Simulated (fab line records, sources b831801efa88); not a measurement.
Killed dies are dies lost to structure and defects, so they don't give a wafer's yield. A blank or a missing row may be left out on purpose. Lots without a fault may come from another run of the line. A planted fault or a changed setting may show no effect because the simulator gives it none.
fab line records | flow sky130
record lots=11 wafers=33 last_day=50
route steps=708 shown VIA3@586 CAP2M@603 METAL4@633 PAD_OPEN@708
lots that met no fault: from a run of the same line without faults
start_h: hours from the record's first day to the start of the lot's first wafer shown | wait_h: hours since the lot's step before | " the same as in the row above | L1.1+2: a row that stands for several wafers | - no value, or no start given | * or withheld: withheld | < > ~ a bound
route shown NAME@n: a module of which the file shows steps, and the number in the route of the first | usual: mean/standard deviation of fault-free wafers | same: alike in all rows | chamber/n: place in a boat | sites: the reading at each site | _std_site: their standard deviation | _edge_site: outer sites' mean less inner sites' | radius_mm: how far each site lies from the wafer's centre | mask NAME#n: copy n | behind: the tool/chamber that last shaped the wafer | hold: why the lot was held/for how many hours/how that ended | device: the transistor (n, p or np) that didn't switch | end of line: the same wafers' tests at the end of the route | a step without rows: its recipe alone | killed: dies lost to structure and defects at the first sort, not the wafer's yield | map: a wafer's dies, x killed, . not, _ none there
set.NAME: the setting as run; set.NAME@STEP: as run at that earlier step | model.NAME: the simulator's own value behind a step, which no gauge read
steps of the route over a sample of lots; a table a step, a row a wafer
services: from which hour (start_h, from the record's first day; less than 0 if before it) a tool's chamber was out of use, for how many hours, and why
## steps
# step SKY_VIA3_OVL_MEAS_13
# usual VIA3_OVL=1/5
# columns lot.wafer tool chamber start_h wait_h VIA3_OVL[nm]
L532.1 overlay-02 - 928.09 0.1 4
L532.3 " - " " 1
L532.5 " - " " 2
L534.2 overlay-02 - 947.64 0.1 2
L534.4 " - " " 7
L534.6 " - " " 5
L536.2 overlay-01 - 950.54 0.1 11
L536.3 " - " " 8
L536.6 " - " " 11
L538.1 overlay-02 - 992.34 0.1 -1
L538.5 " - " " -1
L538.6 " - " " -11
L539.1 overlay-02 - 993.94 0.1 -1
L539.5 " - " " -1
L539.6 " - " " 9
L541.1 overlay-01 - 996.49 0.1 -3
L541.2 " - " " -4
L541.3 " - " " -2
L548.2 overlay-02 - 1032.99 0.1 -1
L548.5 " - " " 2
L548.6 " - " " 0
L549.3 overlay-02 - 1038.55 0.1 1
L549.4 " - " " 3
L549.6 " - " " 3
L550.1 overlay-01 - 1050.54 0.1 4
L550.2 " - " " 7
L550.4 " - " " 3
L553.1 overlay-02 - 1066.66 0.1 -6
L553.2 " - " " -6
L553.6 " - " " -2
L555.1 overlay-02 - 1075.84 0.1 -6
L555.4 " - " " -3
L555.5 " - " " 0
# step SKY_VIA3_ETCH_14
# recipe chemistry=N2/H2 target=BARC ion_energy_ev=206 source_w=500 bias_w=100 pressure_mtorr=30 n2_flow_sccm=100 h2_flow_sccm=200 stop_on=SiO2 time_s=45.9 target_depth_a=600
# usual drypump_motor_current_A=5.5/0.36 oes_product_au=0.854/0.0054 throttle_valve_pct=13.225/0.0096
# columns lot.wafer tool chamber start_h wait_h drypump_motor_current_A oes_product_au rf_hours_counter_h throttle_valve_pct
L532.1 rie_diel-01 3 928.13 0.0 5.7 0.850 21 13.211
L532.3 " 1 " " 5.5 0.851 16 13.227
L532.5 " 1 " " 5.5 0.851 - 13.223
L534.2 rie_diel-03 0 947.67 0.0 6.0 0.844 13 13.222
L534.4 " 3 " " 5.3 0.844 - 13.235
L534.6 " 0 " " 6.1 0.850 - 13.222
L536.2 rie_diel-01 0 950.57 0.0 5.4 0.847 16 13.224
L536.3 " 3 " " 5.7 0.861 22 13.224
L536.6 " 3 " " 5.7 0.858 - 13.233
L538.1 rie_diel-04 3 992.37 0.0 5.2 0.857 23 13.228
L538.5 " 2 " " 5.8 0.854 - 13.218
L538.6 " 3 " " 5.2 0.850 - 13.228
L539.1 rie_diel-01 2 993.98 0.0 4.9 0.855 27 13.221
L539.5 " 1 " " 5.5 0.857 - 13.253
L539.6 " 2 " " 4.9 0.851 - 13.230
L541.1 rie_diel-03 0 996.53 0.0 6.0 0.852 14 13.238
L541.2 " 2 " " 5.2 0.850 1 13.235
L541.3 " 3 " " 5.3 0.854 26 13.229
L548.2 rie_diel-01 0 1033.02 0.0 5.4 0.856 18 13.245
L548.5 " 2 " " 4.9 0.860 - 13.232
L548.6 " 3 " " 5.7 0.851 - 13.226
L549.3 rie_diel-03 3 1038.57 0.0 5.3 0.850 27 13.235
L549.4 " 2 " " 5.2 0.857 2 13.234
L549.6 " 3 " " 5.3 0.845 - 13.216
L550.1 rie_diel-04 3 1050.57 0.0 5.2 0.860 25 13.245
L550.2 " 1 " " 6.1 0.851 11 13.230
L550.4 " 0 " " 5.8 0.852 21 13.222
L553.1 rie_diel-01 2 1066.70 0.0 4.9 0.855 29 13.223
L553.2 " 3 " " 5.7 0.863 25 13.216
L553.6 " 0 " " 5.4 0.859 - 13.231
L555.1 rie_diel-01 2 1075.88 0.0 4.9 0.856 30 13.212
L555.4 " 3 " " 5.7 0.864 - 13.221
L555.5 " 0 " " 5.4 0.850 - 13.222
# step SKY_VIA3_ETCH_15
# recipe target=SiO2 chemistry=C4F8/O2/Ar target_depth_nm=507 stop_on=TiN mask_material=KrF-thick source_w=1500 bias_w=1200 pressure_mtorr=40 c4f8_flow_sccm=withheld O2_flow_sccm=6 Ar_flow_sccm=300 time_s=78
# usual oes_product_au=0.945/0.0048
# columns lot.wafer tool chamber start_h wait_h oes_product_au rf_hours_counter_h
L532.1 rie_diel-01 3 928.17 0.0 0.940 21
L532.3 " 1 " " 0.949 16
L532.5 " 1 " " 0.946 -
L534.2 rie_diel-03 0 947.72 0.0 0.951 13
L534.4 " 3 " " 0.944 -
L534.6 " 0 " " 0.957 -
L536.2 rie_diel-01 0 950.62 0.0 0.945 16
L536.3 " 3 " " 0.945 22
L536.6 " 3 " " 0.953 -
L538.1 rie_diel-04 3 992.41 0.0 0.937 23
L538.5 " 2 " " 0.944 -
L538.6 " 3 " " 0.947 -
L539.1 rie_diel-01 2 994.02 0.0 0.942 27
L539.5 " 1 " " 0.951 -
L539.6 " 2 " " 0.943 -
L541.1 rie_diel-03 0 996.57 0.0 0.947 14
L541.2 " 2 " " 0.948 1
L541.3 " 3 " " 0.946 26
L548.2 rie_diel-01 0 1033.07 0.0 0.945 18
L548.5 " 2 " " 0.941 -
L548.6 " 3 " " 0.940 -
L549.3 rie_diel-03 3 1038.62 0.0 0.951 27
L549.4 " 2 " " 0.950 3
L549.6 " 3 " " 0.938 -
L550.1 rie_diel-04 3 1050.61 0.0 0.938 25
L550.2 " 1 " " 0.944 11
L550.4 " 0 " " 0.949 21
L553.1 rie_diel-01 2 1066.74 0.0 0.954 29
L553.2 " 3 " " 0.949 25
L553.6 " 0 " " 0.953 -
L555.1 rie_diel-01 2 1075.92 0.0 0.945 30
L555.4 " 3 " " 0.953 -
L555.5 " 0 " " 0.952 -
# step SKY_CAP2M_CVD_00
# recipe material=SiO2 target_thk_nm=15.5 temp_c=400 time_s=withheld rf_w=450
# usual heater_power_outer_w=424/43 heater_power_w=709/75
# columns lot.wafer tool chamber start_h wait_h heater_power_outer_w heater_power_w
L532.1 pecvd-03 0 929.98 0.0 485 748
L532.3 " 2 " " 373 672
L532.5 " 0 " " 472 744
L534.2 pecvd-03 1 949.25 0.0 425 721
L534.4 " 0 " " 380 599
L534.6 " 2 " " 347 633
L536.2 pecvd-04 0 952.11 0.0 516 860
L536.3 " 1 " " 356 650
L536.6 " 1 " " 362 637
L538.1 pecvd-01 1 993.88 0.0 361 706
L538.5 " 1 " " 373 680
L538.6 " 2 " " 398 591
L539.1 pecvd-04 0 995.49 0.0 463 805
L539.5 " 1 " " 382 667
L539.6 " 0 " " 457 770
L541.1 pecvd-03 0 998.04 0.0 466 719
L541.2 " 2 " " 426 731
L541.3 " 1 " " 360 624
L548.2 pecvd-01 0 1034.54 0.0 410 666
L548.5 " 1 " " 453 818
L548.6 " 0 " " 403 683
L549.3 pecvd-04 2 1040.12 0.0 453 741
L549.4 " 1 " " 399 693
L549.6 " 2 " " 460 733
L550.1 pecvd-04 0 1052.11 0.0 427 761
L550.2 " 1 " " 418 683
L550.4 " 2 " " 474 754
L553.1 pecvd-01 2 1068.21 0.0 375 583
L553.2 " 0 " " 468 757
L553.6 " 1 " " 422 800
L555.1 pecvd-01 2 1077.40 0.0 386 605
L555.4 " 2 " " 382 599
L555.5 " 0 " " 431 719
# step SKY_CAP2M_THK_MEAS_01
# recipe reads=SiO2_of_CAP2M_CVD_00
# usual CAP2M_CVD_00_THK=15.42/0.23
# columns lot.wafer tool chamber start_h wait_h CAP2M_CVD_00_THK[nm]
L532.1 film_metro-04 - 930.00 - 15.29
L532.3 " - " " 15.21
L532.5 " - " " 15.63
L534.2 film_metro-04 - 949.28 - 15.56
L534.4 " - " " 16.00
L534.6 " - " " 15.88
L536.2 film_metro-04 - 952.14 - 15.40
L536.3 " - " " 15.29
L536.6 " - " " 15.31
L538.1 film_metro-01 - 993.92 - 15.02
L538.5 " - " " 15.35
L538.6 " - " " 15.25
L539.1 film_metro-01 - 995.51 - 15.81
L539.5 " - " " 15.67
L539.6 " - " " 15.83
L541.1 film_metro-01 - 998.06 - 15.08
L541.2 " - " " 15.27
L541.3 " - " " 15.26
L548.2 film_metro-03 - 1034.57 - 15.34
L548.5 " - " " 15.63
L548.6 " - " " 15.75
L549.3 film_metro-03 - 1040.16 - 10.72
L549.4 " - " " 10.95
L549.6 " - " " 10.58
L550.1 film_metro-01 - 1052.13 - 10.76
L550.2 " - " " 10.72
L550.4 " - " " 10.99
L553.1 film_metro-03 - 1068.23 - 15.18
L553.2 " - " " 15.24
L553.6 " - " " 15.53
L555.1 film_metro-01 - 1077.42 - 15.08
L555.4 " - " " 15.36
L555.5 " - " " 15.35
# step SKY_METAL4_ETCH_17
# recipe target=SiO2 stop_on=TiN chemistry=C4F8/O2/Ar source_w=1500 bias_w=1200 pressure_mtorr=40 c4f8_flow_sccm=withheld O2_flow_sccm=6 Ar_flow_sccm=300 time_s=3.9 target_depth_a=150
# usual oes_product_au=0.753/0.0076
# columns lot.wafer tool chamber start_h wait_h oes_product_au rf_hours_counter_h
L532.1 rie_diel-03 2 978.75 0.1 0.753 1
L532.3 " 0 " " 0.752 14
L532.5 " 1 " " 0.760 -
L534.2 rie_diel-01 2 997.88 0.1 0.754 27
L534.4 " 3 " " 0.770 23
L534.6 " 0 " " 0.758 -
L536.2 rie_diel-03 0 1000.78 0.1 0.756 14
L536.3 " 3 " " 0.751 26
L536.6 " 2 " " 0.756 -
L538.1 rie_diel-01 1 1041.04 0.2 0.747 20
L538.5 " 1 " " 0.741 -
L538.6 " 0 " " 0.749 -
L539.1 rie_diel-02 1 1042.50 0.1 0.767 23
L539.5 " 1 " " 0.756 -
L539.6 " 0 " " 0.760 -
L541.1 rie_diel-02 1 1044.91 0.1 0.745 23
L541.2 " 0 " " 0.747 11
L541.3 " 0 " " 0.744 -
L548.2 rie_diel-03 1 1078.96 0.1 0.759 21
L548.5 " 1 " " 0.758 -
L548.6 " 0 " " 0.758 -
L549.3 rie_diel-02 3 1083.71 0.0 0.634 14
L549.4 " 0 " " 0.641 -
L549.6 " 3 " " 0.640 -
L550.1 rie_diel-02 3 1094.51 0.1 0.630 15
L550.2 " 2 " " 0.650 11
L550.4 " 0 " " 0.641 -
L553.1 rie_diel-02 1 1109.94 0.2 0.747 0
L553.2 " 0 " " 0.755 13
L553.6 " 0 " " 0.756 -
L555.1 rie_diel-03 2 1119.21 0.1 0.748 5
L555.4 " 0 " " 0.753 19
L555.5 " 3 " " 0.744 -
# step SKY_PAD_OPEN_PROBE_99
# usual defect_limited_yield=82.4/2 killed_at_M0_to_M3=44/7.1 killed_at_M4_up=3/1.6 killed_at_contacts=24/5.4 killed_at_front_end=15/4.7 killed_at_other=0.3/0.51 killed_dies=87/9.9 killed_open=48/7.6 killed_short=39/6.3
# same gross_dies=492 killed_at_back_side=0
# columns lot.wafer tool chamber start_h wait_h defect_limited_yield[%] killed_at_M0_to_M3 killed_at_M4_up killed_at_contacts killed_at_front_end killed_at_other killed_dies killed_open killed_short
L532.1 prober-02 - 1075.14 0.1 85.4 43 0 15 14 0 72 44 28
L532.3 prober-02 - 1075.24 0.2 82.3 43 2 28 14 0 87 48 39
L532.5 prober-02 - 1075.34 0.2 77.8 48 3 34 23 1 109 63 46
L534.2 prober-01 - 1092.63 0.1 83.7 43 6 21 10 0 80 44 36
L534.4 prober-01 - 1092.73 0.2 82.7 42 3 23 16 1 85 46 39
L534.6 prober-01 - 1092.83 0.2 79.5 60 3 29 9 0 101 49 52
L536.2 prober-02 - 1093.59 0.1 81.3 51 1 30 10 0 92 50 42
L536.3 prober-02 - 1093.64 0.2 81.3 40 2 33 17 0 92 44 48
L536.6 prober-02 - 1093.79 0.2 79.7 54 5 26 14 1 100 56 44
L538.1 prober-01 - 1130.59 0.1 84.1 35 4 26 13 0 78 42 36
L538.5 prober-01 - 1130.79 0.2 83.1 43 2 17 21 0 83 46 37
L538.6 prober-01 - 1130.84 0.2 82.9 42 2 23 16 1 84 38 46
L539.1 prober-02 - 1132.20 0.1 84.6 44 1 19 12 0 76 51 25
L539.5 prober-02 - 1132.40 0.2 80.9 52 3 30 9 0 94 60 34
L539.6 prober-02 - 1132.45 0.2 81.5 47 3 21 19 1 91 56 35
L541.1 prober-01 - 1134.20 0.1 82.5 47 2 28 8 1 86 47 39
L541.2 prober-01 - 1134.25 0.1 81.5 54 5 21 11 0 91 52 39
L541.3 prober-01 - 1134.30 0.2 80.1 51 4 28 15 0 98 55 43
L548.2 prober-01 - 1162.38 0.1 82.1 46 3 27 12 0 88 52 36
L548.5 prober-01 - 1162.53 0.2 77.6 68 1 27 14 0 110 67 43
L548.6 prober-01 - 1162.58 0.2 83.1 48 3 22 10 0 83 55 28
L549.3 prober-02 - 1165.30 0.2 78.9 52 2 30 20 0 104 61 43
L549.4 prober-02 - 1165.35 0.2 85.4 42 2 18 10 0 72 40 32
L549.6 prober-02 - 1165.45 0.2 86.6 35 5 19 7 0 66 37 29
L550.1 prober-01 - 1175.54 0.1 84.3 42 2 21 12 0 77 38 39
L550.2 prober-01 - 1175.59 0.1 84.1 39 1 27 11 0 78 38 40
L550.4 prober-01 - 1175.69 0.2 82.7 37 2 34 12 0 85 48 37
L553.1 prober-02 - 1188.64 0.1 80.1 61 2 23 12 0 98 53 45
L553.2 prober-02 - 1188.69 0.1 82.3 48 5 17 17 0 87 48 39
L553.6 prober-02 - 1188.89 0.2 82.7 37 1 27 19 1 85 46 39
L555.1 prober-02 - 1196.24 0.1 81.9 52 4 21 12 0 89 45 44
L555.4 prober-02 - 1196.39 0.2 84.8 40 2 22 11 0 75 44 31
L555.5 prober-02 - 1196.44 0.2 81.5 47 3 23 18 0 91 48 43
# killed by level:class
L532.1 VIA1:geometric_particle:open=12 VIA3:geometric_particle:open=7 CONTACT:geometric_particle:open=6 POLY_GATE:geometric_particle:open=5 METAL1:geometric_particle:short=5 VIA2:geometric_particle:open=5 LI_CONTACT:geometric_particle:open=4 METAL3:geometric_particle:short=4
L532.3 CONTACT:geometric_particle:open=11 VIA1:geometric_particle:open=10 VIA3:geometric_particle:open=8 VIA2:geometric_particle:open=6 LI_CONTACT:geometric_particle:open=6 FIELD_ISO:geometric_particle:short=5 CONTACT:geometric_particle:short=5 VIA1:geometric_particle:short=4
L532.5 CONTACT:geometric_particle:open=13 VIA1:geometric_particle:open=13 LI_CONTACT:geometric_particle:open=10 VIA3:geometric_particle:open=9 POLY_GATE:geometric_particle:short=7 LOCAL_INTERCONNECT:geometric_particle:short=6 METAL2:geometric_particle:short=6 POLY_GATE:geometric_particle:open=5
L534.2 VIA1:geometric_particle:open=11 CONTACT:geometric_particle:open=6 VIA1:geometric_particle:short=6 VIA2:geometric_particle:open=6 LOCAL_INTERCONNECT:geometric_particle:short=5 FIELD_ISO:geometric_particle:open=4 LI_CONTACT:geometric_particle:open=4 METAL1:geometric_particle:short=4
L534.4 LI_CONTACT:geometric_particle:open=8 VIA2:geometric_particle:open=8 METAL2:geometric_particle:short=7 VIA3:geometric_particle:open=7 LOCAL_INTERCONNECT:geometric_particle:short=6 FIELD_ISO:geometric_particle:short=5 POLY_GATE:geometric_particle:open=5 CONTACT:geometric_particle:short=3
L534.6 VIA1:geometric_particle:open=12 VIA2:geometric_particle:open=11 VIA1:geometric_particle:short=9 METAL1:geometric_particle:short=8 CONTACT:geometric_particle:short=7 LI_CONTACT:geometric_particle:open=6 LOCAL_INTERCONNECT:geometric_particle:short=6 VIA3:geometric_particle:open=5
L536.2 CONTACT:geometric_particle:open=9 VIA1:geometric_particle:open=9 VIA1:geometric_particle:short=8 LOCAL_INTERCONNECT:geometric_particle:short=8 VIA3:geometric_particle:open=7 VIA2:geometric_particle:open=7 LI_CONTACT:geometric_particle:open=5 CONTACT:geometric_particle:short=4
L536.3 LI_CONTACT:geometric_particle:open=11 METAL1:geometric_particle:short=9 VIA1:geometric_particle:open=8 CONTACT:geometric_particle:open=7 LOCAL_INTERCONNECT:geometric_particle:short=6 METAL2:geometric_particle:short=6 VIA3:geometric_particle:open=5 LI_CONTACT:geometric_particle:short=5
L536.6 VIA2:geometric_particle:open=11 VIA1:geometric_particle:open=11 CONTACT:geometric_particle:open=9 VIA1:geometric_particle:short=7 CONTACT:geometric_particle:short=7 VIA3:geometric_particle:open=7 METAL2:geometric_particle:short=5 POLY_GATE:geometric_particle:short=4
L538.1 CONTACT:geometric_particle:open=9 LOCAL_INTERCONNECT:geometric_particle:short=7 METAL2:geometric_particle:short=7 POLY_GATE:geometric_particle:open=6 VIA3:geometric_particle:open=6 METAL1:geometric_particle:short=5 VIA2:geometric_particle:open=5 FIELD_ISO:geometric_particle:open=4
L538.5 VIA1:geometric_particle:open=11 CONTACT:geometric_particle:open=7 FIELD_ISO:geometric_particle:open=6 LI_CONTACT:geometric_particle:open=6 METAL1:geometric_particle:short=6 VIA1:geometric_particle:short=6 VIA3:geometric_particle:short=6 FIELD_ISO:geometric_particle:short=5
L538.6 FIELD_ISO:geometric_particle:open=10 METAL1:geometric_particle:short=9 CONTACT:geometric_particle:open=8 METAL2:geometric_particle:short=8 LOCAL_INTERCONNECT:geometric_particle:short=6 VIA1:geometric_particle:open=6 METAL1:geometric_particle:open=4 VIA1:geometric_particle:short=4
L539.1 VIA1:geometric_particle:open=12 CONTACT:geometric_particle:open=8 VIA3:geometric_particle:open=6 POLY_GATE:geometric_particle:open=5 VIA1:geometric_particle:short=5 LI_CONTACT:geometric_particle:open=4 CONTACT:geometric_particle:short=4 METAL1:geometric_particle:open=4
L539.5 VIA1:geometric_particle:open=19 CONTACT:geometric_particle:open=15 VIA3:geometric_particle:open=11 METAL2:geometric_particle:short=7 LI_CONTACT:geometric_particle:open=6 LOCAL_INTERCONNECT:geometric_particle:short=4 POLY_GATE:geometric_particle:open=3 VIA1:geometric_particle:short=3
L539.6 VIA1:geometric_particle:open=10 VIA3:geometric_particle:open=10 LI_CONTACT:geometric_particle:open=9 CONTACT:geometric_particle:open=8 VIA2:geometric_particle:open=7 VIA3:geometric_particle:short=6 FIELD_ISO:geometric_particle:short=5 SPACER:geometric_particle:open=5
L541.1 VIA1:geometric_particle:open=13 METAL1:geometric_particle:short=8 LI_CONTACT:geometric_particle:open=8 CONTACT:geometric_particle:open=6 METAL2:geometric_particle:short=5 LOCAL_INTERCONNECT:geometric_particle:short=5 CONTACT:geometric_particle:short=5 VIA3:geometric_particle:open=5
L541.2 VIA1:geometric_particle:open=19 VIA2:geometric_particle:open=9 CONTACT:geometric_particle:open=7 VIA1:geometric_particle:short=6 METAL2:geometric_particle:short=6 LI_CONTACT:geometric_particle:short=5 LI_CONTACT:geometric_particle:open=5 METAL4:geometric_particle:short=4
L541.3 VIA1:geometric_particle:open=15 CONTACT:geometric_particle:open=11 VIA1:geometric_particle:short=7 VIA2:geometric_particle:open=7 CONTACT:geometric_particle:short=6 LOCAL_INTERCONNECT:geometric_particle:short=5 VIA3:geometric_particle:open=5 FIELD_ISO:geometric_particle:short=4
L548.2 VIA1:geometric_particle:open=15 CONTACT:geometric_particle:open=8 VIA2:geometric_particle:open=8 LI_CONTACT:geometric_particle:open=7 FIELD_ISO:geometric_particle:open=5 LI_CONTACT:geometric_particle:short=5 VIA2:geometric_particle:short=5 CONTACT:geometric_particle:short=4
L548.5 VIA1:geometric_particle:open=20 CONTACT:geometric_particle:open=13 VIA3:geometric_particle:open=9 VIA1:geometric_particle:short=9 VIA2:geometric_particle:open=9 METAL2:geometric_particle:short=7 LOCAL_INTERCONNECT:geometric_particle:short=5 POLY_GATE:geometric_particle:short=4
L548.6 VIA2:geometric_particle:open=12 VIA3:geometric_particle:open=9 VIA1:geometric_particle:open=8 CONTACT:geometric_particle:open=7 LI_CONTACT:geometric_particle:open=6 POLY_GATE:geometric_particle:open=5 VIA1:geometric_particle:short=5 VIA3:geometric_particle:short=5
L549.3 VIA1:geometric_particle:open=14 LI_CONTACT:geometric_particle:open=12 VIA3:geometric_particle:open=8 CONTACT:geometric_particle:open=6 POLY_GATE:geometric_particle:open=5 CONTACT:geometric_particle:short=5 METAL1:geometric_particle:short=5 VIA1:geometric_particle:short=5
L549.4 VIA1:geometric_particle:open=12 CONTACT:geometric_particle:open=7 VIA3:geometric_particle:open=7 LI_CONTACT:geometric_particle:open=6 METAL2:geometric_particle:short=5 METAL1:geometric_particle:short=4 METAL3:geometric_particle:short=4 FIELD_ISO:geometric_particle:open=3
L549.6 VIA1:geometric_particle:open=8 CONTACT:geometric_particle:open=7 LI_CONTACT:geometric_particle:open=6 METAL1:geometric_particle:short=5 VIA3:geometric_particle:open=5 VIA1:geometric_particle:short=4 VIA2:geometric_particle:open=4 VIA2:geometric_particle:short=4
L550.1 VIA1:geometric_particle:open=12 CONTACT:geometric_particle:short=8 METAL1:geometric_particle:short=7 CONTACT:geometric_particle:open=6 VIA2:geometric_particle:open=6 FIELD_ISO:geometric_particle:short=4 VIA3:geometric_particle:open=4 METAL2:geometric_particle:short=4
L550.2 VIA1:geometric_particle:open=9 METAL2:geometric_particle:short=8 LI_CONTACT:geometric_particle:open=6 VIA3:geometric_particle:open=6 CONTACT:geometric_particle:open=6 CONTACT:geometric_particle:short=6 VIA2:geometric_particle:open=4 LI_CONTACT:geometric_particle:short=4
L550.4 CONTACT:geometric_particle:open=16 VIA2:geometric_particle:open=8 LI_CONTACT:geometric_particle:open=7 VIA1:geometric_particle:open=7 POLY_GATE:geometric_particle:short=5 VIA1:geometric_particle:short=5 METAL1:geometric_particle:short=5 FIELD_ISO:geometric_particle:short=4
L553.1 VIA1:geometric_particle:open=15 METAL2:geometric_particle:short=10 VIA3:geometric_particle:open=10 CONTACT:geometric_particle:short=9 METAL1:geometric_particle:short=7 CONTACT:geometric_particle:open=6 VIA2:geometric_particle:open=6 VIA1:geometric_particle:short=5
L553.2 VIA2:geometric_particle:open=9 VIA1:geometric_particle:open=7 LI_CONTACT:geometric_particle:open=6 POLY_GATE:geometric_particle:open=6 METAL2:geometric_particle:short=6 VIA2:geometric_particle:short=5 POLY_GATE:geometric_particle:short=5 CONTACT:geometric_particle:short=5
L553.6 CONTACT:geometric_particle:open=9 VIA1:geometric_particle:open=9 CONTACT:geometric_particle:short=7 METAL2:geometric_particle:short=7 VIA3:geometric_particle:open=6 FIELD_ISO:geometric_particle:open=5 POLY_GATE:geometric_particle:open=5 LI_CONTACT:geometric_particle:open=5
L555.1 VIA1:geometric_particle:open=9 LI_CONTACT:geometric_particle:open=8 VIA3:geometric_particle:open=7 VIA3:geometric_particle:short=7 CONTACT:geometric_particle:open=6 METAL2:geometric_particle:short=6 VIA1:geometric_particle:short=5 FIELD_ISO:geometric_particle:short=4
L555.4 VIA1:geometric_particle:open=11 CONTACT:geometric_particle:open=9 CONTACT:geometric_particle:short=7 VIA2:geometric_particle:open=6 LI_CONTACT:geometric_particle:open=5 VIA3:geometric_particle:short=5 METAL2:geometric_particle:short=4 VIA3:geometric_particle:open=4
L555.5 VIA1:geometric_particle:open=12 CONTACT:geometric_particle:open=8 VIA3:geometric_particle:open=7 POLY_GATE:geometric_particle:open=5 LI_CONTACT:geometric_particle:open=5 METAL2:geometric_particle:short=5 VIA1:geometric_particle:short=5 METAL3:geometric_particle:short=5
## services
# columns tool chamber start_h hours kind
pecvd-01 - 918.01 6.0 pm
rie_diel-02 0 932.78 5.6 repair
rie_diel-01 - 934.77 0.7 repair
pecvd-03 0 936.64 2.2 repair
pecvd-03 - 950.89 5.5 pm
pecvd-03 0 963.94 16.5 repair
rie_diel-03 - 984.69 0.5 repair
pecvd-01 0 989.57 9.4 repair
rie_diel-04 3 992.55 2.8 repair
rie_diel-03 - 1003.48 0.5 repair
pecvd-04 - 1012.51 1.4 repair
pecvd-04 1 1020.91 12.6 repair
rie_diel-02 2 1030.28 16.9 repair
rie_diel-02 3 1032.05 34.1 repair
pecvd-03 2 1036.93 6.5 repair
rie_diel-04 1 1037.98 3.8 repair
pecvd-01 - 1038.74 0.6 repair
rie_diel-03 1 1047.94 2.0 repair
pecvd-03 - 1065.35 2.8 pm
rie_diel-01 1 1070.26 15.4 repair
rie_diel-03 1 1086.07 6.8 repair
pecvd-03 - 1095.16 4.3 pm
rie_diel-01 0 1104.81 2.6 repair
pecvd-03 2 1118.26 7.8 repair
## key
first_sign step=SKY_CAP2M_THK_MEAS_01 reading=CAP2M_CVD_00_THK direction=down sigmas=20 usual=15.42 struck=10.79
effect step=SKY_METAL4_ETCH_17 reading=oes_product_au direction=down sigmas=15 usual=0.753 struck=0.639
met_at SKY_CAP2M_CVD_00
struck_lots L549,L550
not_acting_at SKY_VIA3_OVL_MEAS_13,SKY_VIA3_ETCH_14,SKY_VIA3_ETCH_15
onset_between 995.49 1040.12
fault kind=process_parameter_drift tool=pecvd-04 chamber=- onset_h=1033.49 steps=SKY_CAP2M_CVD_00 channel=target_thk_nm offset=-4.6488 shape=step end_h=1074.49 acts_in=these_recipes_only stated=15.5
